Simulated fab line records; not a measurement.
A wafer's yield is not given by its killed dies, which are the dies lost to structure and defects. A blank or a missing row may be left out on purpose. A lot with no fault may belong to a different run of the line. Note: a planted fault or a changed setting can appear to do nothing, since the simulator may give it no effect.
Lot-split experiment || flow sfqLine || 23 wafers read across 5 lots, on a route 325 steps long

== THE SPLIT ITSELF ==
At SFQ_TRILAYER_M8_DEP_EVAP_198 (material Pt, target thk 50 nm, time 250 s), the setting timeS was moved away from the recipe's 250 s on 7 of the 23 wafers read, by -5.3% to +7.0%. The other wafers ran this setting at the recipe's value.

The reading comes from the split's own step.

== THE READING ==
Pt_of_TRILAYER_M8_DEP_EVAP_198.thkNm (the simulator's own value, which no gauge read), in nm, at SFQ_TRILAYER_M8_DEP_EVAP_198 (material Pt, target thk 50 nm, time 250 s). The file does not state a usual value for it. Across the 16 wafers here that went through the recipe, the average is 49.63 nm and the standard deviation 0.36 nm.

{"wafer": "L079.1", "tool, chamber at the split": "pvdSputter-01, -", "timeS as run, s": 250, "against the recipe": "recipe", "Pt_of_TRILAYER_M8_DEP_EVAP_198.thkNm, nm": 49.27, "against lot-mates on the recipe": "-"}
{"wafer": "L079.2", "tool, chamber at the split": "pvdSputter-01, -", "timeS as run, s": 250, "against the recipe": "recipe", "Pt_of_TRILAYER_M8_DEP_EVAP_198.thkNm, nm": 49.34, "against lot-mates on the recipe": "-"}
{"wafer": "L079.5", "tool, chamber at the split": "pvdSputter-01, -", "timeS as run, s": 250, "against the recipe": "recipe", "Pt_of_TRILAYER_M8_DEP_EVAP_198.thkNm, nm": 49.35, "against lot-mates on the recipe": "-"}
{"wafer": "L080.1", "tool, chamber at the split": "pvdSputter-02, -", "timeS as run, s": 250, "against the recipe": "recipe", "Pt_of_TRILAYER_M8_DEP_EVAP_198.thkNm, nm": 49.99, "against lot-mates on the recipe": "-"}
{"wafer": "L080.2", "tool, chamber at the split": "pvdSputter-02, -", "timeS as run, s": 250, "against the recipe": "recipe", "Pt_of_TRILAYER_M8_DEP_EVAP_198.thkNm, nm": 50.15, "against lot-mates on the recipe": "-"}
{"wafer": "L080.3", "tool, chamber at the split": "pvdSputter-02, -", "timeS as run, s": 250, "against the recipe": "recipe", "Pt_of_TRILAYER_M8_DEP_EVAP_198.thkNm, nm": 49.8, "against lot-mates on the recipe": "-"}
{"wafer": "L080.5", "tool, chamber at the split": "pvdSputter-02, -", "timeS as run, s": 250, "against the recipe": "recipe", "Pt_of_TRILAYER_M8_DEP_EVAP_198.thkNm, nm": 49.82, "against lot-mates on the recipe": "-"}
{"wafer": "L080.6", "tool, chamber at the split": "pvdSputter-02, -", "timeS as run, s": 250, "against the recipe": "recipe", "Pt_of_TRILAYER_M8_DEP_EVAP_198.thkNm, nm": 50.02, "against lot-mates on the recipe": "-"}
{"wafer": "L081.1", "tool, chamber at the split": "pvdSputter-01, -", "timeS as run, s": 267.6, "against the recipe": "+7.0%", "Pt_of_TRILAYER_M8_DEP_EVAP_198.thkNm, nm": 53.24, "against lot-mates on the recipe": "+4.03"}
{"wafer": "L081.2", "tool, chamber at the split": "pvdSputter-01, -", "timeS as run, s": 267.6, "against the recipe": "+7.0%", "Pt_of_TRILAYER_M8_DEP_EVAP_198.thkNm, nm": 52.7, "against lot-mates on the recipe": "+3.49"}
{"wafer": "L081.3", "tool, chamber at the split": "pvdSputter-01, -", "timeS as run, s": 250, "against the recipe": "recipe", "Pt_of_TRILAYER_M8_DEP_EVAP_198.thkNm, nm": 49.34, "against lot-mates on the recipe": "-"}
{"wafer": "L081.4", "tool, chamber at the split": "pvdSputter-01, -", "timeS as run, s": 250, "against the recipe": "recipe", "Pt_of_TRILAYER_M8_DEP_EVAP_198.thkNm, nm": 49.19, "against lot-mates on the recipe": "-"}
{"wafer": "L081.5", "tool, chamber at the split": "pvdSputter-01, -", "timeS as run, s": 250, "against the recipe": "recipe", "Pt_of_TRILAYER_M8_DEP_EVAP_198.thkNm, nm": 49.09, "against lot-mates on the recipe": "-"}
{"wafer": "L083.2", "tool, chamber at the split": "pvdSputter-02, -", "timeS as run, s": 236.8, "against the recipe": "-5.3%", "Pt_of_TRILAYER_M8_DEP_EVAP_198.thkNm, nm": 46.77, "against lot-mates on the recipe": -3.32}
{"wafer": "L083.3", "tool, chamber at the split": "pvdSputter-02, -", "timeS as run, s": 250, "against the recipe": "recipe", "Pt_of_TRILAYER_M8_DEP_EVAP_198.thkNm, nm": 50.17, "against lot-mates on the recipe": "-"}
{"wafer": "L083.4", "tool, chamber at the split": "pvdSputter-02, -", "timeS as run, s": 236.8, "against the recipe": "-5.3%", "Pt_of_TRILAYER_M8_DEP_EVAP_198.thkNm, nm": 47, "against lot-mates on the recipe": -3.09}
{"wafer": "L083.5", "tool, chamber at the split": "pvdSputter-02, -", "timeS as run, s": 236.8, "against the recipe": "-5.3%", "Pt_of_TRILAYER_M8_DEP_EVAP_198.thkNm, nm": 47.02, "against lot-mates on the recipe": -3.07}
{"wafer": "L083.6", "tool, chamber at the split": "pvdSputter-02, -", "timeS as run, s": 250, "against the recipe": "recipe", "Pt_of_TRILAYER_M8_DEP_EVAP_198.thkNm, nm": 50.01, "against lot-mates on the recipe": "-"}
{"wafer": "L084.1", "tool, chamber at the split": "pvdSputter-02, -", "timeS as run, s": 266.5, "against the recipe": "+6.6%", "Pt_of_TRILAYER_M8_DEP_EVAP_198.thkNm, nm": 53.43, "against lot-mates on the recipe": "+3.92"}
{"wafer": "L084.2", "tool, chamber at the split": "pvdSputter-02, -", "timeS as run, s": 250, "against the recipe": "recipe", "Pt_of_TRILAYER_M8_DEP_EVAP_198.thkNm, nm": 49.72, "against lot-mates on the recipe": "-"}
{"wafer": "L084.3", "tool, chamber at the split": "pvdSputter-02, -", "timeS as run, s": 250, "against the recipe": "recipe", "Pt_of_TRILAYER_M8_DEP_EVAP_198.thkNm, nm": 49.21, "against lot-mates on the recipe": "-"}
{"wafer": "L084.4", "tool, chamber at the split": "pvdSputter-02, -", "timeS as run, s": 266.5, "against the recipe": "+6.6%", "Pt_of_TRILAYER_M8_DEP_EVAP_198.thkNm, nm": 53.27, "against lot-mates on the recipe": "+3.76"}
{"wafer": "L084.6", "tool, chamber at the split": "pvdSputter-02, -", "timeS as run, s": 250, "against the recipe": "recipe", "Pt_of_TRILAYER_M8_DEP_EVAP_198.thkNm, nm": 49.6, "against lot-mates on the recipe": "-"}

FIT RESULTS
A straight line over all 23 wafers: Pt_of_TRILAYER_M8_DEP_EVAP_198.thkNm changes by +0.514 nm for each +1% of timeS; r = +0.98; the points scatter about the line by 0.36 nm.
The same after taking each lot's own level away (the mean of its wafers on the recipe; 23 wafers): +0.571 nm for each +1%; r = +1.00; scatter 0.18 nm.
According to that fit, moving timeS by its largest amount changes the reading by 4 nm.
Measured against the standard deviation above, the lots' own levels, which go from 49.207 to 50.090 nm, span 2.4 times it.
Consequently the slope shifts little with the lot-to-lot level, the two slopes agreeing.
Check: +3.97 nm against its lot-mates is what the line predicts for one of the wafers moved furthest among these (+7.0%) when that wafer is left out of the fit. Against them it came out at +4.03 nm.

== THESE WAFERS: OTHER SPLITS ==
Note: prior to the reading, these wafers also went through further splits. Each is held against what the fit with the lots' levels taken away leaves over:
{"other split on the same wafers": "SFQ_TRILAYER_M6_ETCH_METAL_ETCH_162 icpW", "wafers away from the commonest value": 7, "r with Pt_of_TRILAYER_M8_DEP_EVAP_198.thkNm (lot level and that fit taken away)": -0.07}
{"other split on the same wafers": "SFQ_TRILAYER_I6_VIA_LITHO_COAT_169 resistThkNm", "wafers away from the commonest value": 10, "r with Pt_of_TRILAYER_M8_DEP_EVAP_198.thkNm (lot level and that fit taken away)": "+0.26"}
{"other split on the same wafers": "SFQ_TRILAYER_I6_VIA_BARC_OPEN_VIA_ETCH_235 timeS", "wafers away from the commonest value": 8, "r with Pt_of_TRILAYER_M8_DEP_EVAP_198.thkNm (lot level and that fit taken away)": "+0.24"}
{"other split on the same wafers": "SFQ_TRILAYER_M7_BARC_OPEN_METAL_ETCH_229 icpW", "wafers away from the commonest value": 8, "r with Pt_of_TRILAYER_M8_DEP_EVAP_198.thkNm (lot level and that fit taken away)": -0.01}
{"other split on the same wafers": "SFQ_TRILAYER_M8_DEP_EVAP_197 timeS", "wafers away from the commonest value": 6, "r with Pt_of_TRILAYER_M8_DEP_EVAP_198.thkNm (lot level and that fit taken away)": -0.33}

== THE FILE'S OWN FIT ==
Pt_of_TRILAYER_M8_DEP_EVAP_198.thkNm changes by +0.567 nm for each +1% of timeS, r = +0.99.
